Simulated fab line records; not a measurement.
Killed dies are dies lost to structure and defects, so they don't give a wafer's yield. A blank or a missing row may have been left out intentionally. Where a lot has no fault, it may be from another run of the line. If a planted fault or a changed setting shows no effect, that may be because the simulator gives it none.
fab line records	flow sky130
[record] lots = 6	wafers = 18	last-day = 51
route steps=708 shown LI_CONTACT@371 PAD_OPEN@708
lots that met no fault: taken from a fault-free run of the same line
start-h: start of the lot's first displayed wafer, in hours after the record's first day	wait-h: hours since the lot's step before	" repeats the value in the row above	L1.1+2: several wafers, shown together as one row	- value missing, or start not given	* or withheld: withheld	< > ~ a bound
route shown NAME@n: a module of which the file shows steps, and the number in the route of the first	usual: mean and standard deviation over wafers with no fault	same: alike in all rows	chamber/n: place in a boat	sites: readings site by site	_std_site: their standard deviation	_edge_site: outer sites' mean less inner sites'	radius-mm: how far each site lies from the wafer's centre	mask NAME#n: copy n	behind: the most recent tool/chamber to have shaped the wafer	hold: why the lot went on hold/how many hours it stayed there/how the hold came to an end	device: transistor that didn't switch, given as n, p or np	end of line: at the end of the route, the tests of the same wafers	a step with no rows: only its recipe	killed: not the wafer's yield, but the dies lost to structure and defects at the first sort	map: a wafer's dies, marking killed ones x, the rest . and places with no die _
set.NAME: the setting as run; set.NAME@STEP: as run at that earlier step	model.NAME: the simulator's own value behind a step, which no gauge read
lots seen at some steps along the route; tables by step, rows by wafer
services: from which hour (start-h, from the record's first day; less than 0 if before it) a tool's chamber was out of use, for how many hours, and why
[[steps]]
[step SKY_LI_CONTACT_EXPOSE_09]
[recipe] mask-id = LICM1	na = 0.8	source-shape = annular	sigma-inner = 0.55	sigma-outer = 0.85	target-cd-nm = 170	dose-mj = 38
[step SKY_LI_CONTACT_PEB_10]
[recipe] peb-temp-c = withheld	peb-time-s = withheld	resist = KrF-thick
[step SKY_LI_CONTACT_DEVELOP_11]
[recipe] develop-time-s = 60	resist = KrF-thick	dev-temp-c = 21
[step SKY_LI_CONTACT_CD_MEAS_12]
[recipe] target-cd-nm = 170
[usual] cd-nm = 169.8/1.8
lot.wafer	tool	chamber	start-h	wait-h	cd-nm
L944.1	cd-sem-01	-	691.47	-	169.7
L944.4	"	-	"	"	170.2
L944.5	"	-	"	"	169.4
L961.1	cd-sem-02	-	815.87	-	167.6
L961.3	"	-	"	"	168.1
L961.6	"	-	"	"	166.9
L962.1	cd-sem-01	-	828.12	-	170.8
L962.2	"	-	"	"	171.3
L962.6	"	-	"	"	171.1
L963.1	cd-sem-01	-	838.62	-	170.3
L963.2	"	-	"	"	169.6
L963.3	"	-	"	"	170.1
L965.3	cd-sem-02	-	855.07	-	166.4
L965.4	"	-	"	"	166.4
L965.6	"	-	"	"	165.5
L967.1	cd-sem-02	-	869.37	-	170.6
L967.4	"	-	"	"	170.9
L967.6	"	-	"	"	171.0
[step SKY_LI_CONTACT_OVL_MEAS_13]
[usual] LI_CONTACT_OVL = 5/6.9
lot.wafer	tool	chamber	start-h	wait-h	LI_CONTACT_OVL[nm]
L944.1	overlay-02	-	691.59	0.1	18
L944.4	"	-	"	"	6
L944.5	"	-	"	"	10
L961.1	overlay-01	-	815.99	0.1	3
L961.3	"	-	"	"	5
L961.6	"	-	"	"	11
L962.1	overlay-01	-	828.24	0.1	14
L962.2	"	-	"	"	17
L962.6	"	-	"	"	14
L963.1	overlay-01	-	838.74	0.1	14
L963.2	"	-	"	"	6
L963.3	"	-	"	"	5
L965.3	overlay-02	-	855.16	0.1	11
L965.4	"	-	"	"	15
L965.6	"	-	"	"	15
L967.1	overlay-02	-	869.49	0.1	2
L967.4	"	-	"	"	7
L967.6	"	-	"	"	7
[step SKY_LI_CONTACT_ETCH_14]
[recipe] chemistry = N2/H2	target = BARC	ion-energy-ev = 200	source-w = 500	bias-w = 100	pressure-mtorr = 30	n2-flow-sccm = 100	h2-flow-sccm = 200	stop-on = SiO2	time-s = 45.9	target-depth-a = 600
[usual] drypump-motor-current-A = 5.9/0.58	oes-product-au = 0.854/0.0049	throttle-valve-pct = 13.226/0.0094
lot.wafer	tool	chamber	start-h	wait-h	drypump-motor-current-A	oes-product-au	rf-hours-counter-h	throttle-valve-pct
L944.1	rie-diel-03	3	691.62	0.0	5.2	0.856	8	13.216
L944.4	"	2	"	"	6.7	0.860	17	13.224
L944.5	"	0	"	"	5.3	0.843	-	13.225
L961.1	rie-diel-04	2	816.03	0.0	6.3	0.852	1	13.245
L961.3	"	3	"	"	6.3	0.854	8	13.240
L961.6	"	0	"	"	5.9	0.856	-	13.221
L962.1	rie-diel-04	0	828.28	0.0	5.9	0.854	12	13.218
L962.2	"	3	"	"	6.3	0.860	8	13.222
L962.6	"	2	"	"	6.3	0.845	-	13.228
L963.1	rie-diel-03	0	838.77	0.0	5.3	0.852	14	13.229
L963.2	"	2	"	"	6.7	0.859	21	13.204
L963.3	"	3	"	"	5.2	0.859	11	13.238
L965.3	rie-diel-02	3	855.19	0.0	6.6	0.856	21	13.215
L965.4	"	0	"	"	5.5	0.855	10	13.241
L965.6	"	2	"	"	5.9	0.851	-	13.235
L967.1	rie-diel-04	2	869.52	0.0	6.3	0.847	3	13.223
L967.4	"	1	"	"	6.2	0.851	9	13.226
L967.6	"	3	"	"	6.3	0.855	-	13.228
[step SKY_LI_CONTACT_ETCH_15]
[recipe] target = PSG	chemistry = C4F8/O2/Ar	stop-on = Si	taper-deg = 4.15	mask-material = KrF-thick	source-w = 1500	bias-w = 1200	pressure-mtorr = 40	c4f8-flow-sccm = withheld	O2_flow_sccm = 6	Ar_flow_sccm = 300	time-s = withheld	target-depth-a = 6000
[usual] oes-product-au = 0.837/0.0047
lot.wafer	tool	chamber	start-h	wait-h	oes-product-au
L944.1	rie-diel-03	3	691.66	0.0	0.834
L944.4	"	2	"	"	0.841
L944.5	"	0	"	"	0.835
L961.1	rie-diel-04	2	816.07	0.0	0.834
L961.3	"	3	"	"	0.840
L961.6	"	0	"	"	0.825
L962.1	rie-diel-04	0	828.32	0.0	0.841
L962.2	"	3	"	"	0.829
L962.6	"	2	"	"	0.838
L963.1	rie-diel-03	0	838.82	0.0	0.830
L963.2	"	2	"	"	0.838
L963.3	"	3	"	"	0.828
L965.3	rie-diel-02	3	855.23	0.0	0.843
L965.4	"	0	"	"	0.842
L965.6	"	2	"	"	0.837
L967.1	rie-diel-04	2	869.57	0.0	0.837
L967.4	"	1	"	"	0.833
L967.6	"	3	"	"	0.839
[step SKY_LI_CONTACT_STRIP_16]
[recipe] chemistry = O2/N2	power-w = 1400	pressure-mtorr = 1500	platen-temp-c = withheld	o2-flow-sccm = 3000	n2-flow-sccm = 300	overash-fraction = 0.5
[usual] drypump-motor-current-A = 5.6/0.45	oes-product-au = 0.376/0.0044	strip-time-to-endpoint-s = 3.502/0.024
lot.wafer	tool	chamber	start-h	wait-h	drypump-motor-current-A	oes-product-au	rf-hours-counter-h	strip-time-to-endpoint-s
L944.1	plasma-asher-04	0	691.75	-	5.6	0.376	96	3.515
L944.4	"	0	"	"	5.7	0.376	-	3.518
L944.5	"	1	"	"	5.3	0.375	-	3.522
L961.1	plasma-asher-01	1	816.15	-	6.1	0.384	38	3.499
L961.3	"	1	"	"	6.1	0.373	-	3.501
L961.6	"	1	"	"	6.1	0.378	-	3.509
L962.1	plasma-asher-02	0	828.40	-	6.0	0.387	69	3.497
L962.2	"	1	"	"	4.9	0.372	69	3.455
L962.6	"	0	"	"	6.0	0.379	-	3.474
L963.1	plasma-asher-01	1	838.90	-	6.1	0.381	40	3.534
L963.2	"	0	"	"	5.5	0.372	40	3.531
L963.3	"	0	"	"	5.5	0.379	-	3.518
L965.3	plasma-asher-01	0	855.35	-	5.5	0.381	-	3.500
L965.4	"	1	"	"	6.1	0.374	-	3.500
L965.6	"	0	"	"	5.5	0.373	-	3.502
L967.1	plasma-asher-04	1	869.65	-	5.3	0.376	12	3.451
L967.4	"	1	"	"	5.4	0.373	-	3.483
L967.6	"	1	"	"	5.3	0.381	-	3.482
[step SKY_LI_CONTACT_CLEAN_17]
[recipe] chemistry = NMP	time-s = 600	temp-c = 60	dry = n2-spin
[step SKY_LI_CONTACT_PRE_CLEAN_18]
[recipe] gas = Ar	time-s = 5.6	bias-v = 358
[step SKY_LI_CONTACT_SPUTTER_19]
[recipe] material = Ti	target-thk-nm = 20	chamber-pressure-pa = 5	power-w = 2500	substrate-temp-c = 200	time-s = 106.37
[usual] throttle-valve-pct = 30.2/0.94
lot.wafer	tool	chamber	start-h	wait-h	throttle-valve-pct
L944.1	pvd-sputter-01	-	692.06	0.0	30.5
L944.4	"	-	"	"	30.8
L944.5	"	-	"	"	28.6
L961.1	pvd-sputter-03	-	816.46	0.0	31.1
L961.3	"	-	"	"	30.3
L961.6	"	-	"	"	28.5
L962.1	pvd-sputter-03	-	828.71	0.0	31.1
L962.2	"	-	"	"	28.6
L962.6	"	-	"	"	28.9
L963.1	pvd-sputter-03	-	839.20	0.0	31.2
L963.2	"	-	"	"	29.7
L963.3	"	-	"	"	28.4
L965.3	pvd-sputter-01	-	855.61	0.0	30.8
L965.4	"	-	"	"	30.9
L965.6	"	-	"	"	30.4
L967.1	pvd-sputter-03	-	869.95	0.0	30.2
L967.4	"	-	"	"	29.9
L967.6	"	-	"	"	29.6
[step SKY_LI_CONTACT_SPUTTER_20]
[recipe] material = TiN	target-thk-nm = 20	chamber-pressure-pa = 5	power-w = 4000	time-s = 80
[usual] throttle-valve-pct = 30.2/0.98
lot.wafer	tool	chamber	start-h	wait-h	throttle-valve-pct
L944.1	pvd-sputter-01	-	692.14	0.0	30.7
L944.4	"	-	"	"	31.0
L944.5	"	-	"	"	28.6
L961.1	pvd-sputter-03	-	816.54	0.0	31.1
L961.3	"	-	"	"	30.2
L961.6	"	-	"	"	28.6
L962.1	pvd-sputter-03	-	828.79	0.0	31.2
L962.2	"	-	"	"	28.5
L962.6	"	-	"	"	28.5
L963.1	pvd-sputter-03	-	839.27	0.0	31.2
L963.2	"	-	"	"	30.3
L963.3	"	-	"	"	28.6
L965.3	pvd-sputter-01	-	855.69	0.0	30.9
L965.4	"	-	"	"	30.7
L965.6	"	-	"	"	30.4
L967.1	pvd-sputter-03	-	870.02	0.0	29.6
L967.4	"	-	"	"	29.5
L967.6	"	-	"	"	29.5
[step SKY_LI_CONTACT_CVD_21]
[recipe] material = W	target-thk-nm = 400	time-s = 120.56	temp-c = 400	pressure-torr = 40
[usual] chamber-pressure-Torr = 39.98/0.095	heater-power-outer-w = 511/60	heater-power-w = 836/92
lot.wafer	tool	chamber	start-h	wait-h	chamber-pressure-Torr	heater-power-outer-w	heater-power-w
L944.1	cvd-w-01	1	692.20	0.0	39.84	554	884
L944.4	"	1	"	"	39.91	555	867
L944.5	"	0	"	"	39.99	474	770
L961.1	cvd-w-02	1	816.60	0.0	-	-	-
L961.3	"	1	"	"	-	-	-
L961.6	"	1	"	"	-	-	-
L962.1	cvd-w-01	1	828.85	0.0	-	-	-
L962.2	"	0	"	"	-	-	-
L962.6	"	0	"	"	-	-	-
L963.1	cvd-w-02	0	839.33	0.0	40.09	597	1009
L963.2	"	1	"	"	39.91	435	717
L963.3	"	0	"	"	40.01	574	975
L965.3	cvd-w-01	1	855.79	0.1	39.94	565	894
L965.4	"	0	"	"	40.02	485	781
L965.6	"	1	"	"	39.97	547	873
L967.1	cvd-w-01	1	870.08	0.0	40.04	567	880
L967.4	"	1	"	"	40.05	558	919
L967.6	"	1	"	"	40.05	547	883
[step SKY_LI_CONTACT_RS_MEAS_22]
[recipe] thk-meas-gauge = four-point-probe	reads = W_of_LI_CONTACT_CVD_21+TiN_of_LI_CONTACT_SPUTTER_20+Ti_of_LI_CONTACT_SPUTTER_19
[usual] LI_CONTACT_W_RS = 0.2838/0.0026
lot.wafer	tool	chamber	start-h	wait-h	LI_CONTACT_W_RS[ohm/sq]
L944.1	film-metro-03	-	692.32	0.1	0.2857
L944.4	"	-	"	"	0.2869
L944.5	"	-	"	"	0.2863
L961.1	film-metro-01	-	816.85	0.2	25.231
L961.3	"	-	"	"	25.076
L961.6	"	-	"	"	25.137
L962.1	film-metro-01	-	828.98	0.1	25.299
L962.2	"	-	"	"	25.234
L962.6	"	-	"	"	25.340
L963.1	film-metro-02	-	839.46	0.1	0.2868
L963.2	"	-	"	"	0.2871
L963.3	"	-	"	"	0.2854
L965.3	film-metro-02	-	855.91	0.1	0.2847
L965.4	"	-	"	"	0.2841
L965.6	"	-	"	"	0.2866
L967.1	film-metro-02	-	870.21	0.1	0.2903
L967.4	"	-	"	"	0.2851
L967.6	"	-	"	"	0.2827
[step SKY_LI_CONTACT_THK_MEAS_23]
[recipe] thk-meas-gauge = xrf	reads = W_of_LI_CONTACT_CVD_21
[usual] LI_CONTACT_W_THK = 390/6.5
lot.wafer	tool	chamber	start-h	wait-h	LI_CONTACT_W_THK[nm]
L944.1	film-metro-03	-	692.44	0.1	390
L944.4	"	-	"	"	391
L944.5	"	-	"	"	391
L961.1	film-metro-01	-	816.97	0.1	<0
L961.3	"	-	"	"	<0
L961.6	"	-	"	"	-
L962.1	film-metro-01	-	829.10	0.1	-
L962.2	"	-	"	"	<0
L962.6	"	-	"	"	<0
L963.1	film-metro-02	-	839.58	0.1	379
L963.2	"	-	"	"	380
L963.3	"	-	"	"	378
L965.3	film-metro-02	-	856.01	0.1	385
L965.4	"	-	"	"	389
L965.6	"	-	"	"	385
L967.1	film-metro-02	-	870.33	0.1	376
L967.4	"	-	"	"	384
L967.6	"	-	"	"	387
[step SKY_LI_CONTACT_CMP_24]
[recipe] stop-on = PSG	t-overpolish-s = 20	down-force-psi = 3.5	platen-rpm = 60	target-thk-nm = 0	pad-velocity-m-s = 0.94248
[usual] motor-current-A = 10.5/1.2	time-to-endpoint-s = 97.1/3
lot.wafer	tool	chamber	start-h	wait-h	motor-current-A	time-to-endpoint-s
L944.4	cmp-01	3	692.55	0.1	10.5	98.0
L944.1	"	1	"	"	10.6	98.4
L944.5	"	3	"	"	9.7	99.8
L961.1	cmp-01	3	817.13	0.1	9.9	2.6
L961.3	"	0	"	"	8.9	4.2
L961.6	"	2	"	"	12.1	4.5
L962.1	cmp-01	0	829.16	0.1	8.6	2.6
L962.2	"	3	"	"	10.1	3.4
L962.6	"	1	"	"	10.1	3.5
L963.1	cmp-01	2	839.69	0.1	11.8	95.7
L963.3	"	3	"	"	9.9	95.3
L963.2	"	0	"	"	8.9	94.6
L965.4	cmp-02	3	856.10	0.1	11.7	100.8
L965.3	"	1	"	"	9.2	93.0
L965.6	"	3	"	"	11.4	100.9
L967.4	cmp-02	0	870.44	0.1	11.8	93.4
L967.1	"	2	"	"	11.7	95.4
L967.6	"	3	"	"	11.8	98.3
[step SKY_PAD_OPEN_PROBE_99]
[usual] killed_at_M0_to_M3 = 44/6.9	killed_at_M4_up = 3.1/1.7	killed-at-contacts = 25/5.6	killed-at-front-end = 14/4.3	killed-at-other = 0.3/0.51	killed-dies = 86/9.8	killed-on-rim = 17/3.8	killed-open = 47/6.5	killed-short = 39/6.6
[same] gross-dies = 492	killed-at-back-side = 0
lot.wafer	tool	chamber	start-h	wait-h	killed_at_M0_to_M3	killed_at_M4_up	killed-at-contacts	killed-at-front-end	killed-at-other	killed-dies	killed-on-rim	killed-open	killed-short
L944.1	prober-02	-	1092.53	0.1	42	3	27	16	0	88	20	52	36
L944.4	prober-02	-	1092.68	0.2	47	1	29	11	0	88	21	51	37
L944.5	prober-02	-	1092.73	0.2	38	2	17	16	0	73	19	45	28
L961.1	prober-01	-	1183.43	0.1	44	3	428	17	0	492	96	52	43
L961.3	prober-01	-	1183.53	0.2	49	4	422	17	0	492	96	49	42
L961.6	prober-01	-	1183.68	0.2	37	3	442	10	0	492	96	46	32
L963.1	prober-02	-	1195.27	0.1	51	2	14	12	0	79	13	44	35
L963.3	prober-02	-	1195.37	0.2	38	1	26	26	0	91	22	49	42
L962.1	prober-02	-	1211.50	0.1	31	5	446	10	0	492	96	47	29
L962.2	prober-02	-	1211.55	0.1	47	4	432	9	0	492	96	48	34
L962.6	prober-02	-	1211.75	0.2	30	5	446	9	2	492	96	31	36
// killed by level:class
L944.1 LI_CONTACT:geometric-particle:open=9 VIA1:geometric-particle:open=9 FIELD_ISO:geometric-particle:open=7 CONTACT:geometric-particle:open=6 VIA2:geometric-particle:open=6 VIA3:geometric-particle:open=6 VIA3:geometric-particle:short=6 CONTACT:geometric-particle:short=5
L944.4 LI_CONTACT:geometric-particle:open=11 CONTACT:geometric-particle:open=9 VIA1:geometric-particle:open=8 METAL1:geometric-particle:short=8 VIA3:geometric-particle:open=8 VIA1:geometric-particle:short=6 CONTACT:geometric-particle:short=5 METAL2:geometric-particle:short=4
L944.5 VIA1:geometric-particle:open=11 LI_CONTACT:geometric-particle:open=8 FIELD_ISO:geometric-particle:open=6 METAL1:geometric-particle:short=5 VIA2:geometric-particle:open=5 VIA3:geometric-particle:open=5 CONTACT:geometric-particle:open=4 POLY_GATE:geometric-particle:open=4
L961.1 LI_CONTACT:area-cvd=397 CONTACT:geometric-particle:open=11 VIA3:geometric-particle:open=9 VIA2:geometric-particle:open=8 LI_CONTACT:geometric-particle:open=7 METAL2:geometric-particle:short=7 LOCAL_INTERCONNECT:geometric-particle:short=6 POLY_GATE:geometric-particle:open=5
L961.3 LI_CONTACT:area-cvd=401 VIA1:geometric-particle:open=12 LI_CONTACT:geometric-particle:open=7 VIA1:geometric-particle:short=7 VIA2:geometric-particle:open=7 CONTACT:geometric-particle:open=6 VIA3:geometric-particle:open=6 POLY_GATE:geometric-particle:open=5
L961.6 LI_CONTACT:area-cvd=414 CONTACT:geometric-particle:open=10 METAL2:geometric-particle:short=9 LI_CONTACT:geometric-particle:open=8 VIA2:geometric-particle:open=6 VIA3:geometric-particle:open=6 FIELD_ISO:geometric-particle:open=5 CONTACT:geometric-particle:short=4
L963.1 VIA1:geometric-particle:open=11 VIA1:geometric-particle:short=10 VIA3:geometric-particle:open=9 VIA2:geometric-particle:open=7 CONTACT:geometric-particle:open=6 METAL1:geometric-particle:short=5 POLY_GATE:geometric-particle:open=4 FIELD_ISO:geometric-particle:short=3
L963.3 VIA1:geometric-particle:open=11 FIELD_ISO:geometric-particle:open=8 CONTACT:geometric-particle:open=8 FIELD_ISO:geometric-particle:short=6 CONTACT:geometric-particle:short=6 METAL1:geometric-particle:short=6 LI_CONTACT:geometric-particle:open=5 METAL2:geometric-particle:short=5
L962.1 LI_CONTACT:area-cvd=416 CONTACT:geometric-particle:open=13 VIA1:geometric-particle:open=8 LI_CONTACT:geometric-particle:open=7 VIA3:geometric-particle:open=7 METAL4:geometric-particle:short=5 LOCAL_INTERCONNECT:geometric-particle:short=4 FIELD_ISO:geometric-particle:short=3
L962.2 LI_CONTACT:area-cvd=410 VIA2:geometric-particle:open=12 CONTACT:geometric-particle:open=12 VIA3:geometric-particle:open=6 POLY_GATE:geometric-particle:open=4 LOCAL_INTERCONNECT:geometric-particle:short=4 VIA1:geometric-particle:short=4 VIA1:geometric-particle:open=4
L962.6 LI_CONTACT:area-cvd=425 LI_CONTACT:geometric-particle:open=7 FIELD_ISO:geometric-particle:short=6 METAL1:geometric-particle:short=6 CONTACT:geometric-particle:open=5 CONTACT:geometric-particle:short=4 VIA1:geometric-particle:open=4 VIA3:geometric-particle:open=4
// map L961.1 (x killed, . not)
__________xxxxxxxxxx_________
________xxxxxxxxxxxxxx_______
______xxxxxxxxxxxxxxxxxx_____
_____xxxxxxxxxxxxxxxxxxxx____
____xxxxxxxxxxxxxxxxxxxxxx___
___xxxxxxxxxxxxxxxxxxxxxxxx__
__xxxxxxxxxxxxxxxxxxxxxxxxxx_
_xxxxxxxxxxxxxxxxxxxxxxxxxxxx
_xxxxxxxxxxxxxxxxxxxxxxxxxxxx
_xxxxxxxxxxxxxxxxxxxxxxxxxxxx
_xxxxxxxxxxxxxxxxxxxxxxxxxxxx
_xxxxxxxxxxxxxxxxxxxxxxxxxxxx
_xxxxxxxxxxxxxxxxxxxxxxxxxxxx
_xxxxxxxxxxxxxxxxxxxxxxxxxxxx
_xxxxxxxxxxxxxxxxxxxxxxxxxxxx
__xxxxxxxxxxxxxxxxxxxxxxxxxx_
___xxxxxxxxxxxxxxxxxxxxxxxx__
____xxxxxxxxxxxxxxxxxxxxxx___
_____xxxxxxxxxxxxxxxxxxxx____
______xxxxxxxxxxxxxxxxxx_____
________xxxxxxxxxxxxxx_______
__________xxxxxxxxxx_________
// map L962.1 (x killed, . not)
__________xxxxxxxxxx_________
________xxxxxxxxxxxxxx_______
______xxxxxxxxxxxxxxxxxx_____
_____xxxxxxxxxxxxxxxxxxxx____
____xxxxxxxxxxxxxxxxxxxxxx___
___xxxxxxxxxxxxxxxxxxxxxxxx__
__xxxxxxxxxxxxxxxxxxxxxxxxxx_
_xxxxxxxxxxxxxxxxxxxxxxxxxxxx
_xxxxxxxxxxxxxxxxxxxxxxxxxxxx
_xxxxxxxxxxxxxxxxxxxxxxxxxxxx
_xxxxxxxxxxxxxxxxxxxxxxxxxxxx
_xxxxxxxxxxxxxxxxxxxxxxxxxxxx
_xxxxxxxxxxxxxxxxxxxxxxxxxxxx
_xxxxxxxxxxxxxxxxxxxxxxxxxxxx
_xxxxxxxxxxxxxxxxxxxxxxxxxxxx
__xxxxxxxxxxxxxxxxxxxxxxxxxx_
___xxxxxxxxxxxxxxxxxxxxxxxx__
____xxxxxxxxxxxxxxxxxxxxxx___
_____xxxxxxxxxxxxxxxxxxxx____
______xxxxxxxxxxxxxxxxxx_____
________xxxxxxxxxxxxxx_______
__________xxxxxxxxxx_________
[[services]]
tool	chamber	start-h	hours	kind
cmp-02	-	686.09	1.6	repair
rie-diel-03	-	691.86	0.2	repair
rie-diel-02	3	695.33	5.2	repair
cmp-01	-	725.74	1.3	repair
rie-diel-02	0	730.80	3.7	repair
plasma-asher-04	-	733.75	9.0	pm
plasma-asher-01	-	737.01	1.2	repair
pvd-sputter-03	-	739.06	2.2	repair
cmp-02	-	744.00	4.0	pm
cvd-w-02	0	744.68	6.0	repair
plasma-asher-04	-	760.60	1.2	repair
pvd-sputter-01	-	763.87	2.9	repair
pvd-sputter-01	-	767.49	4.0	repair
cmp-02	-	776.81	1.8	repair
cmp-02	-	777.54	2.0	repair
pvd-sputter-03	-	777.58	9.7	repair
cmp-01	-	779.03	1.8	repair
rie-diel-04	-	783.88	1.3	repair
rie-diel-03	3	797.58	7.2	repair
rie-diel-03	0	804.76	5.7	repair
cmp-01	-	811.63	5.2	pm
rie-diel-04	-	839.73	15.6	pm
rie-diel-03	-	867.03	2.8	pm
cmp-01	-	867.42	0.6	repair
[[key]]
[first-sign] step = SKY_LI_CONTACT_CVD_21	reading = tool-record	direction = missing
[effect] step = SKY_LI_CONTACT_RS_MEAS_22	reading = LI_CONTACT_W_RS	direction = up	sigmas = 99+	usual = 0.2838	struck = 25.220
[effect] step = SKY_LI_CONTACT_THK_MEAS_23	reading = LI_CONTACT_W_THK	direction = down	sigmas = 60	usual = 390	struck = <0
[effect] step = SKY_LI_CONTACT_CMP_24	reading = time-to-endpoint-s	direction = down	sigmas = 32	usual = *	struck = *
[effect] step = SKY_PAD_OPEN_PROBE_99	reading = killed-at-contacts	direction = up	sigmas = 73	usual = 25	struck = 436
[more-kills-born-at] SKY_LI_CONTACT_CVD_21@cvd-w-01 = 1249	SKY_LI_CONTACT_CVD_21@cvd-w-02 = 1209
met-at SKY_LI_CONTACT_CVD_21
struck-wafers L961.1,L961.3,L961.6,L962.1,L962.2,L962.6
later-rows-left-out L961.1,L961.3,L961.6,L962.1,L962.2,L962.6
tester-left-out L961,L962
onset-between 692.20 816.60
[fault] kind = skipped-step-whole	tool = cvd-w-01,cvd-w-02	chamber = -	onset-h = 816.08	steps = SKY_LI_CONTACT_CVD_21	scope = struck-lots-only
// tester-left-out: of these lots the tester's yield and bins aren't shown, on N5 and GAA mostly nor the transistor test; their killed dies are dies lost to structure and defects alone, not to doping, threshold or leakage, so they don't give the yield
// later-rows-left-out: the simulator's readings of these wafers behind a module that went badly wrong aren't trusted and aren't shown, but for the sort
